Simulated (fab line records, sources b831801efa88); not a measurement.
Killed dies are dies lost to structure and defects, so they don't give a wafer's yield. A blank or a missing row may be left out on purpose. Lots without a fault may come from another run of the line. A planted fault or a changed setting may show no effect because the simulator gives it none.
fab line records | flow gf180mcu
record lots=15 wafers=45 last_day=34
route steps=602 shown M2@366 V2@386
lots that met no fault: from a run of the same line without faults
start_h: hours from the record's first day to the start of the lot's first wafer shown | wait_h: hours since the lot's step before | " the same as in the row above | L1.1+2: a row that stands for several wafers | - no value, or no start given | * or withheld: withheld | < > ~ a bound
route shown NAME@n: a module of which the file shows steps, and the number in the route of the first | usual: mean/standard deviation of fault-free wafers | same: alike in all rows | chamber/n: place in a boat | sites: the reading at each site | _std_site: their standard deviation | _edge_site: outer sites' mean less inner sites' | radius_mm: how far each site lies from the wafer's centre | mask NAME#n: copy n | behind: the tool/chamber that last shaped the wafer | hold: why the lot was held/for how many hours/how that ended | device: the transistor (n, p or np) that didn't switch | end of line: the same wafers' tests at the end of the route | a step without rows: its recipe alone | killed: dies lost to structure and defects at the first sort, not the wafer's yield | map: a wafer's dies, x killed, . not, _ none there
set.NAME: the setting as run; set.NAME@STEP: as run at that earlier step | model.NAME: the simulator's own value behind a step, which no gauge read
steps of the route over a sample of lots; a table a step, a row a wafer
services: from which hour (start_h, from the record's first day; less than 0 if before it) a tool's chamber was out of use, for how many hours, and why
## steps
# step GF_M2_SPUTTER_04
# recipe material=TiN target_thk_nm=50 power_w=6500 time_s=41.7 chamber_pressure_pa=0.4
# usual throttle_valve_pct=30.0/0.52
# same time_s=41.7
# columns lot.wafer tool chamber start_h wait_h throttle_valve_pct
L658.2 pvd_sputter-04 - 421.59 0.0 29.8
L658.3 " - " " 29.7
L658.5 " - " " 29.4
L659.1 pvd_sputter-04 - 432.76 0.0 29.8
L659.2 " - " " 31.3
L659.3 " - " " 30.4
L660.1 pvd_sputter-04 - 436.23 0.0 29.7
L660.3 " - " " 30.0
L660.6 " - " " 30.0
L661.2 pvd_sputter-04 - 448.87 0.0 31.2
L661.5 " - " " 31.0
L661.6 " - " " 29.5
L662.2 pvd_sputter-04 - 454.45 0.0 29.6
L662.3 " - " " 30.0
L662.6 " - " " 29.5
L664.3 pvd_sputter-01 - 471.60 0.0 29.5
L664.4 " - " " 29.8
L664.6 " - " " 30.2
L666.3 pvd_sputter-01 - 492.17 0.0 29.5
L666.4 " - " " 29.5
L666.6 " - " " 29.5
L667.1 pvd_sputter-04 - 499.47 0.0 29.8
L667.2 " - " " 30.1
L667.3 " - " " 30.9
L668.1 pvd_sputter-02 - 504.52 0.0 29.3
L668.3 " - " " 29.8
L668.4 " - " " 29.6
L674.1 pvd_sputter-01 - 552.90 0.0 29.6
L674.3 " - " " 29.9
L674.4 " - " " 29.7
L675.1 pvd_sputter-01 - 562.60 0.0 29.8
L675.4 " - " " 30.1
L675.5 " - " " 29.7
L677.2 pvd_sputter-02 - 579.31 0.0 29.6
L677.3 " - " " 30.9
L677.6 " - " " 29.5
L679.1 pvd_sputter-01 - 589.92 0.0 30.1
L679.3 " - " " 30.2
L679.6 " - " " 29.5
L680.1 pvd_sputter-01 - 597.19 0.0 30.1
L680.3 " - " " 30.1
L680.4 " - " " 29.9
L681.1 pvd_sputter-01 - 605.97 0.0 30.2
L681.2 " - " " 29.6
L681.5 " - " " 29.5
# step GF_M2_CD_MEAS_14
# recipe target_cd_nm=280
# usual cd_nm=280.4/0.99
# columns lot.wafer tool chamber start_h wait_h cd_nm
L658.2 cd_sem-01 - 445.77 0.1 280.7
L658.3 " - " " 281.2
L658.5 " - " " 280.2
L659.1 cd_sem-01 - 457.95 0.1 282.0
L659.2 " - " " 281.1
L659.3 " - " " 282.2
L660.1 cd_sem-01 - 461.07 0.1 280.2
L660.3 " - " " 279.6
L660.6 " - " " 280.4
L661.2 cd_sem-02 - 472.99 0.1 281.1
L661.5 " - " " 282.1
L661.6 " - " " 281.2
L662.2 cd_sem-01 - 478.23 0.1 278.2
L662.3 " - " " 280.1
L662.6 " - " " 280.4
L664.3 cd_sem-02 - 495.70 0.1 281.1
L664.4 " - " " 283.0
L664.6 " - " " 282.9
L666.3 cd_sem-01 - 515.76 0.1 279.2
L666.4 " - " " 279.6
L666.6 " - " " 280.7
L667.1 cd_sem-02 - 522.81 0.1 280.3
L667.2 " - " " 280.1
L667.3 " - " " 281.4
L668.1 cd_sem-01 - 527.82 0.1 279.9
L668.3 " - " " 280.5
L668.4 " - " " 279.3
L674.1 cd_sem-01 - 574.96 0.1 278.7
L674.3 " - " " 278.3
L674.4 " - " " 278.8
L675.1 cd_sem-02 - 584.32 0.1 281.9
L675.4 " - " " 281.2
L675.5 " - " " 280.7
L677.2 cd_sem-02 - 600.92 0.1 279.6
L677.3 " - " " 280.2
L677.6 " - " " 280.3
L679.1 cd_sem-02 - 610.76 0.1 281.4
L679.3 " - " " 280.1
L679.6 " - " " 280.3
L680.1 cd_sem-01 - 617.95 0.1 280.7
L680.3 " - " " 280.9
L680.4 " - " " 280.6
L681.1 cd_sem-02 - 626.50 0.1 280.3
L681.2 " - " " 278.7
L681.5 " - " " 279.3
# step GF_V2_CMP_04
# recipe material=SiO2 down_force_psi=4 platen_rpm=60 pad_velocity_m_s=0.94248
# usual motor_current_A=12.1/0.86 time_to_endpoint_s=81/5.5
# columns lot.wafer tool chamber start_h wait_h motor_current_A time_to_endpoint_s
L658.3 cmp-01 1 446.81 0.0 11.7 74
L658.2 " 2 " " 13.2 69
L658.5 " 1 " " 12.0 77
L659.1 cmp-02 2 459.15 0.1 11.8 78
L659.2 " 3 " " 11.5 73
L659.3 " 1 " " 12.5 77
L660.3 cmp-01 3 462.39 0.3 12.2 77
L660.1 " 0 " " 10.7 77
L660.6 " 3 " " 13.0 86
L661.2 cmp-02 0 474.17 0.1 11.3 75
L661.6 " 2 " " 11.5 90
L661.5 " 3 " " 11.6 76
L662.2 cmp-02 1 479.63 0.0 13.0 83
L662.3 " 0 " " 11.0 74
L662.6 " 1 " " 12.1 85
L664.3 cmp-01 1 496.77 0.1 11.9 78
L664.4 " 3 " " 12.7 93
L664.6 " 1 " " 11.6 86
L666.4 cmp-02 1 516.95 0.1 12.9 88
L666.3 " 2 " " 11.8 80
L666.6 " 0 " " 11.5 85
L667.3 cmp-01 1 524.03 0.1 11.4 78
L667.2 " 2 " " 13.7 75
L667.1 " 3 " " 12.5 77
L668.1 cmp-02 0 528.96 0.1 11.5 80
L668.4 " 1 " " 13.2 86
L668.3 " 2 " " 11.7 86
L674.3 cmp-02 3 576.07 0.1 12.1 76
L674.1 " 0 " " 11.6 78
L674.4 " 1 " " 13.2 85
L675.4 cmp-01 2 585.38 0.0 13.9 83
L675.1 " 1 " " 11.5 75
L675.5 " 2 " " 13.9 81
L677.3 cmp-02 2 602.01 0.1 12.2 87
L677.2 " 3 " " 11.4 82
L677.6 " 1 " " 12.5 89
L679.1 cmp-01 2 612.02 0.1 13.3 79
L679.3 " 3 " " 13.2 88
L679.6 " 2 " " 13.4 77
L680.3 cmp-01 3 619.09 0.1 13.1 78
L680.4 " 0 " " 11.1 70
L680.1 " 1 " " 11.8 71
L681.1 cmp-02 2 627.64 0.1 12.2 83
L681.2 " 3 " " 11.8 73
L681.5 " 1 " " 12.9 81
# step GF_V2_STRIP_18
# recipe chemistry=O2/N2 power_w=1400 pressure_mtorr=1500 platen_temp_c=250 o2_flow_sccm=3000 n2_flow_sccm=300 overash_fraction=0.5
# usual chamber_pressure_mTorr=1499.8/1.3 drypump_motor_current_A=5.9/0.57 heater_power_w=326/37 oes_product_au=0.592/0.0051
# columns lot.wafer tool chamber start_h wait_h chamber_pressure_mTorr drypump_motor_current_A heater_power_w oes_product_au rf_hours_counter_h
L658.2 plasma_asher-04 0 471.36 - 1502.6 6.7 342 0.594 85
L658.3 " 0 " " 1499.1 6.7 331 0.595 -
L658.5 " 1 " " 1498.3 5.3 300 0.594 -
L659.1 plasma_asher-04 1 483.66 - 1499.8 5.3 310 0.584 86
L659.2 " 0 " " 1500.2 6.7 326 0.598 86
L659.3 " 1 " " 1499.6 5.3 306 0.588 -
L660.1 plasma_asher-03 1 487.39 - 1497.6 5.9 334 0.597 4
L660.3 " 0 " " 1499.7 5.3 341 0.589 -
L660.6 " 0 " " 1498.7 5.3 335 0.602 -
L661.2 plasma_asher-04 1 498.59 - 1497.6 5.3 311 0.591 88
L661.5 " 0 " " 1499.7 6.7 340 0.589 -
L661.6 " 1 " " 1497.5 5.3 309 0.588 -
L662.2 plasma_asher-01 1 504.36 - 1498.8 5.8 375 0.583 73
L662.3 " 0 " " 1499.9 6.6 251 0.588 -
L662.6 " 1 " " 1499.3 5.8 380 0.586 -
L664.3 plasma_asher-01 0 520.89 - 1499.2 6.6 250 0.588 -
L664.4 " 1 " " 1498.9 5.8 371 0.592 -
L664.6 " 1 " " 1498.9 5.8 373 0.593 -
L666.3 plasma_asher-04 1 541.04 - - - - - -
L666.4 " 0 " " - - - - -
L666.6 " 0 " " - - - - -
L667.1 plasma_asher-03 0 547.60 - - - - - -
L667.2 " 1 " " - - - - -
L667.3 " 1 " " - - - - -
L668.1 plasma_asher-03 1 551.96 - - - - - -
L668.3 " 1 " " - - - - -
L668.4 " 0 " " - - - - -
L674.1 plasma_asher-04 0 597.46 - 1499.6 6.6 346 0.596 98
L674.3 " 0 " " 1499.3 6.7 331 0.596 -
L674.4 " 1 " " 1499.5 5.3 316 0.586 -
L675.1 plasma_asher-03 0 606.80 - 1499.2 5.3 340 0.595 16
L675.4 " 0 " " 1501.6 5.3 341 0.587 -
L675.5 " 1 " " 1501.0 5.9 332 0.594 -
L677.2 plasma_asher-01 1 623.24 - 1497.6 5.8 375 0.597 87
L677.3 " 0 " " 1499.1 6.6 250 0.589 -
L677.6 " 0 " " 1498.7 6.6 258 0.596 -
L679.1 plasma_asher-03 0 633.55 - 1502.0 5.3 345 0.587 20
L679.3 " 1 " " 1501.2 5.9 327 0.597 -
L679.6 " 1 " " 1499.8 5.9 336 0.590 -
L680.1 plasma_asher-03 1 640.07 - 1497.2 5.9 335 0.592 20
L680.3 " 1 " " 1499.9 5.9 333 0.598 -
L680.4 " 0 " " 1500.8 5.3 347 0.587 -
L681.1 plasma_asher-04 1 648.36 - 1500.7 5.3 311 0.591 102
L681.2 " 0 " " 1497.9 6.7 328 0.588 102
L681.5 " 1 " " 1500.8 5.3 315 0.589 -
## services
# columns tool chamber start_h hours kind
pvd_sputter-04 - 403.89 3.6 repair
cmp-02 - 404.00 4.0 pm
pvd_sputter-04 - 412.99 4.1 repair
plasma_asher-03 - 414.81 15.6 pm
plasma_asher-03 - 430.41 9.0 pm
cmp-01 - 438.18 3.4 pm
cmp-01 - 458.61 1.6 repair
cmp-02 - 460.99 3.2 repair
plasma_asher-03 - 467.55 4.1 repair
cmp-01 - 467.61 1.4 repair
plasma_asher-03 - 473.00 2.6 repair
cmp-01 - 474.59 0.4 repair
pvd_sputter-01 - 493.40 5.9 repair
cmp-01 - 501.15 16.3 pm
cmp-01 - 517.41 4.2 pm
pvd_sputter-01 - 524.12 5.0 repair
cmp-01 - 525.32 0.4 repair
plasma_asher-04 - 528.45 4.1 repair
cmp-01 - 542.90 0.3 repair
cmp-01 - 572.28 4.0 pm
pvd_sputter-04 - 572.64 8.5 repair
plasma_asher-04 - 606.53 10.3 pm
cmp-02 - 611.90 1.1 repair
plasma_asher-01 - 623.60 4.3 pm
## key
first_sign step=GF_V2_STRIP_18 reading=tool_record direction=missing
effect none on later readings
met_at GF_V2_STRIP_18
struck_lots L666,L667,L668
later_rows_left_out L666.3,L666.4,L666.6,L667.1,L667.2,L667.3,L668.1,L668.3,L668.4
sort_left_out L666.3,L666.4,L666.6,L667.1,L667.2,L667.3,L668.1,L668.3,L668.4
not_acting_at GF_M2_SPUTTER_04,GF_M2_CD_MEAS_14,GF_V2_CMP_04
onset_between 498.59 541.04
fault kind=skipped_step_whole tool=plasma_asher-03,plasma_asher-04 chamber=- onset_h=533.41 steps=GF_V2_STRIP_18 scope=struck_lots_only
# sort_left_out: the simulated sort isn't trusted on such a fault, so these wafers' sort isn't shown, and their yield isn't known
# later_rows_left_out: the simulator's readings of these wafers behind a module that went badly wrong aren't trusted and aren't shown, but for the sort
